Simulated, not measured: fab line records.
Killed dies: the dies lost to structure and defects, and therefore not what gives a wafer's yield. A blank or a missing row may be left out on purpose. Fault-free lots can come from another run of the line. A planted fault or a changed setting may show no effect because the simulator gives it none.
Code-filled problem report in 8D (eight disciplines) form | flow sfq_line | the parts of the form that need people (team, actions taken, sign-off) are left out

## 1. THE ISSUE
Wafers without a fault read 0.538 a.u., standard deviation 0.0041; oes_product_au at SFQ_TRILAYER_JJ_CE_BARC_OPEN_RIE_150 reads a mean of 0.566 a.u. on 2 wafers belonging to 2 lots. That is +6.8 standard deviations from the usual mean.
The step: chemistry O2, target BARC, target depth 240 nm, time 80 s.
Earliest sighting: wafer L357.4 on rie_metal-01 at day 60 02:51. At this step, 42 wafers from 14 lots have a number in the record. Rule for "out", or "out of limits": more than 4 standard deviations from the usual mean. Any other wafer with a number is counted as sound.

## 2. WHAT IT IS, WHAT IT ISN'T
question                    | is                         | is not
which readings at this step | oes_product_au             | chamber_pressure_mTorr, drypump_motor_current_A
which lots                  | L357, L358                 | L348, L349, L351, L354, L359, L362, L363, L364, L365, L368, L369, L370
which wafers of those lots  | L357.4, L358.1             | L357.5, L357.6, L358.3, L358.6
read on which tools         | rie_metal-01, rie_metal-02 | rie_metal-04
when                        | from day 60 02:51          | up to then (14 sound wafers); but 26 sound wafers of L358, L359, L362, L363, L364, L365, L368, L369, L370 came after

## 3. SUSPECTS, AND WHAT RULES EACH OUT
Counting: a tool at a process step up to the reading stays a suspect if it ran every lot that is out. Sound lots after the first of them don't rule it out here, since some wafers of a struck lot are sound.
- rie_metal-03 at SFQ_TRILAYER_M4_STRIP_STRIP_097 (strips in O2): kept. Ran every lot that is out, first one L357 (day 47 03:40); last sound lot up to then L354 (day 46 06:23).
- litho_track-01 at SFQ_TRILAYER_JJ_CE_LITHO_COAT_119 (resist thk 62 nm): kept. Ran every lot that is out, first one L357 (day 53 22:04); last sound lot up to then L354 (day 52 14:39).
Remaining after the count are rie_metal-03 at SFQ_TRILAYER_M4_STRIP_STRIP_097 and litho_track-01 at SFQ_TRILAYER_JJ_CE_LITHO_COAT_119.

## 4. THE CAUSE (what the simulator had put in)
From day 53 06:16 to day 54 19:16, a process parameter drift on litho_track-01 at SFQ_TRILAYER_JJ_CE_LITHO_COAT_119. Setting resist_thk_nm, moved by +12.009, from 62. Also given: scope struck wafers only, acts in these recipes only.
2 suspects survive the count, and this tool is in that group.

## 5. THE CHAIN OF EFFECTS, in route order
Each row: a reading where the mean over the struck wafers with a number is more than 3 standard deviations away from the usual. Scope: only readings with a usual standard deviation given in the record; hours: median across lots of the time from each lot's start at the first step in this table that gives one to its start at this step; sigmas: change in usual standard deviations.
hours | step                                 | reading        | usual      | on struck wafers | change | sigmas
0     | SFQ_TRILAYER_JJ_CE_BARC_OPEN_RIE_150 | oes_product_au | 0.538 a.u. | 0.566            | +0.028 | +6.8
The process steps in it:
- SFQ_TRILAYER_JJ_CE_BARC_OPEN_RIE_150: chemistry O2, target BARC, target depth 240 nm, time 80 s.

## 6. WHAT WOULD HAVE CAUGHT IT SOONER
First out-of-limits reading in this record: day 60 02:51, which is 165 hours after fault onset at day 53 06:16.
No tool reading at SFQ_TRILAYER_JJ_CE_LITHO_COAT_119 that has a usual standard deviation in the record was out on any struck wafer, so an alarm limit of 4 standard deviations on those readings would not have fired.
Each of the lots that are out, 2 in all, had begun SFQ_TRILAYER_JJ_CE_LITHO_COAT_119 on litho_track-01 no later than day 60 02:51. A hold on the tool at that time would have spared none of them.
